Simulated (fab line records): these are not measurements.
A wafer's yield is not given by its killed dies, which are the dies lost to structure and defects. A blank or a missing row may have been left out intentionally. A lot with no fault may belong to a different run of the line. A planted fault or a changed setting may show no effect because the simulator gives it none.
Matching of chambers | flow sky130 | rie_diel-01 running SKY_CONTACT_ETCH_18: 4 sister chambers
The step etches Si3N4 in CHF3/O2, stops on TiN, time 39 s, target depth 75 nm. 14 wafers are shown with their chamber, then 7 later ones without.

== WAFERS PAIRED WITH THEIR CHAMBERS ==
wafer  | chamber | drypump_motor_current_A (A) | rf_fwd_power_W (W) | oes_product_au (a.u.)
L456.2 | 3       | 5.3                         | 594.3              | 0.847
L456.3 | 0       | 6.5                         | 589.4              | 0.843
L456.5 | 2       | 5.3                         | 592.6              | 0.858
L463.3 | 1       | 4.6                         | 596.8              | 0.847
L463.4 | 2       | 5.3                         | 590.1              | 0.857
L463.5 | 0       | 6.5                         | 593.0              | 0.859
L471.1 | 2       | 5.3                         | 594.1              | 0.868
L471.2 | 3       | 5.3                         | 595.4              | 0.850
L471.6 | 0       | 6.5                         | 591.2              | 0.858
L472.4 | 3       | 5.3                         | 592.8              | 0.845
L472.5 | 2       | 5.3                         | 593.4              | 0.848
L472.6 | 3       | 5.3                         | 592.8              | 0.862
L473.2 | 2       | 5.3                         | 589.1              | 0.841
L473.4 | 1       | 4.7                         | 596.0              | 0.840

SIGNATURES, as means of the wafers listed above
reading                 | chamber 0 | chamber 1 | chamber 2 | chamber 3 | scatter within a chamber
drypump_motor_current_A | 6.500     | 4.650     | 5.300     | 5.300     | 0.0224
rf_fwd_power_W          | 591.200   | 596.400   | 591.860   | 593.825   | 1.74
oes_product_au          | 0.85333   | 0.84350   | 0.85440   | 0.85100   | 0.00886
Rule: for a wafer and a chamber, the distance is found by dividing, reading by reading, the gap between the wafer's reading and the chamber's mean by the reading's scatter, squaring, summing and taking the root. The wafer belongs to the nearest chamber; if the next one is less than 2 further off, it can't be placed. The scatter is the square root of a quotient: the sum, over the shown wafers, of each reading's squared deviation from its chamber's mean, divided by wafers minus chambers.

== WAFERS WITHOUT THEIR CHAMBER ==
wafer  | drypump_motor_current_A (A) | rf_fwd_power_W (W) | oes_product_au (a.u.)
L473.6 | 6.5                         | 591.3              | 0.846
L476.2 | 5.3                         | 590.3              | 0.847
L476.4 | 4.7                         | 596.7              | 0.861
L476.6 | 5.3                         | 594.3              | 0.850
L477.1 | 5.3                         | 590.1              | 0.855
L477.3 | 6.5                         | 592.5              | 0.866
L477.6 | 5.3                         | 592.6              | 0.871

== WHICH CHAMBER EACH ONE RAN IN ==
wafer  | from the rows above     | in truth
L473.6 | 0                       | 0
L476.2 | can't be placed: 2 or 3 | 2
L476.4 | 1                       | 1
L476.6 | can't be placed: 3 or 2 | 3
L477.1 | can't be placed: 2 or 3 | 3
L477.3 | 0                       | 0
L477.6 | can't be placed: 2 or 3 | 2
Correctly placed: 3 of 7. Not placeable from these rows: 4 (in 4, the candidates include the true chamber). Wrongly placed: 0.
